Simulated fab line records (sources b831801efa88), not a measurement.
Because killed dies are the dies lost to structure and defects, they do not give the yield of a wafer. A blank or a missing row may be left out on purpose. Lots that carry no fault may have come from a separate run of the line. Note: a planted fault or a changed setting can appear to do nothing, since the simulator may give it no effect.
Code-filled problem report in 8D (eight disciplines) form + flow gf180mcu + the parts of the form that need people (team, actions taken, sign-off) are left out

== 1. THE PROBLEM ==
At GF_VT_IMPLANT_EXPOSE_37, exposure_dose_mJ_cm2 averages 134.57 over 6 wafers from 2 lots, while fault-free wafers read 140.00, standard deviation 0.15. That is -36 standard deviations from the usual mean.
The step: exposes mask Nwell HV AREA, target cd 860 nm.
The first sign was on wafer L257.1 at day 12 07:20, on iline_stepper-01. The record has a number at this step for 42 wafers belonging to 14 lots. The rule behind "out" and "out of limits": a value lying over 4 standard deviations away from the usual mean. Any other wafer with a number is counted as sound.

== 2. WHAT IT IS, WHAT IT ISN'T ==
| question                    | is                     | is not                                                                    |
|-----------------------------|------------------------|---------------------------------------------------------------------------|
| which readings at this step | exposure_dose_mJ_cm2   | stage_vel_mm_s                                                            |
| which lots                  | L257, L258             | L239, L240, L241, L243, L244, L245, L246, L247, L248, L249, L260, L261    |
| which wafers of those lots  | all that have a number | -                                                                         |
| read on which tools         | iline_stepper-01       | iline_stepper-02                                                          |
| when                        | from day 12 07:20      | up to then (30 sound wafers); but 6 sound wafers of L260, L261 came after |

== 3. WHAT RULES OUT EACH SUSPECT ==
Counting: a tool stays on the suspect list if, at a process step up to the reading, it processed all lots that are out and no sound lot following the first of them.
- iline_stepper-01 at GF_VT_IMPLANT_EXPOSE_37 (exposes mask Nwell HV AREA, target cd 860 nm): kept. It ran every lot that is out, first L257 (day 12 07:20), and no sound lot after that; its last sound lot up to then is L249 (day 9 22:31). Its own exposure_dose_mJ_cm2 readings are out on those wafers.
After counting, what remains is iline_stepper-01 at GF_VT_IMPLANT_EXPOSE_37.

== 4. THE CAUSE (what the simulator had put in) ==
Process parameters drifting: iline_stepper-01 at GF_VT_IMPLANT_EXPOSE_37, beginning at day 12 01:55. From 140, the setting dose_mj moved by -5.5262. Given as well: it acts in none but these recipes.
This tool alone remained once counting was done.

== 5. THE CHAIN OF EFFECTS, in route order ==
Rows list readings where the struck wafers' mean (over those with a number) sits beyond 3 standard deviations from the usual. Readings are gone through only where the record gives a usual standard deviation; hours: the median, over the lots, of the time from a lot's start at the first step in this table giving one to that lot's start at this step; sigmas: the change measured in usual standard deviations.
| hours | step                    | reading              | usual  | on struck wafers | change | sigmas |
|-------|-------------------------|----------------------|--------|------------------|--------|--------|
| 0     | GF_VT_IMPLANT_EXPOSE_37 | exposure_dose_mJ_cm2 | 140.00 | 134.57           | -5.43  | -36    |
Process steps it contains:
- GF_VT_IMPLANT_EXPOSE_37: exposes mask Nwell HV AREA, target cd 860 nm.
Later steps that measure or inspect, where all struck wafers having a row at the step show a number for every such reading and not one has moved that far: GF_HV_LDD_CD_MEAS_19, GF_NSD_TW_MEAS_12, GF_CONTACT_BOW_MEAS_05.

== 6. WHAT WOULD HAVE CAUGHT IT SOONER ==
The fault began at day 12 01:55; the first out-of-limits reading in this record came at day 12 07:20, 5 hours later.
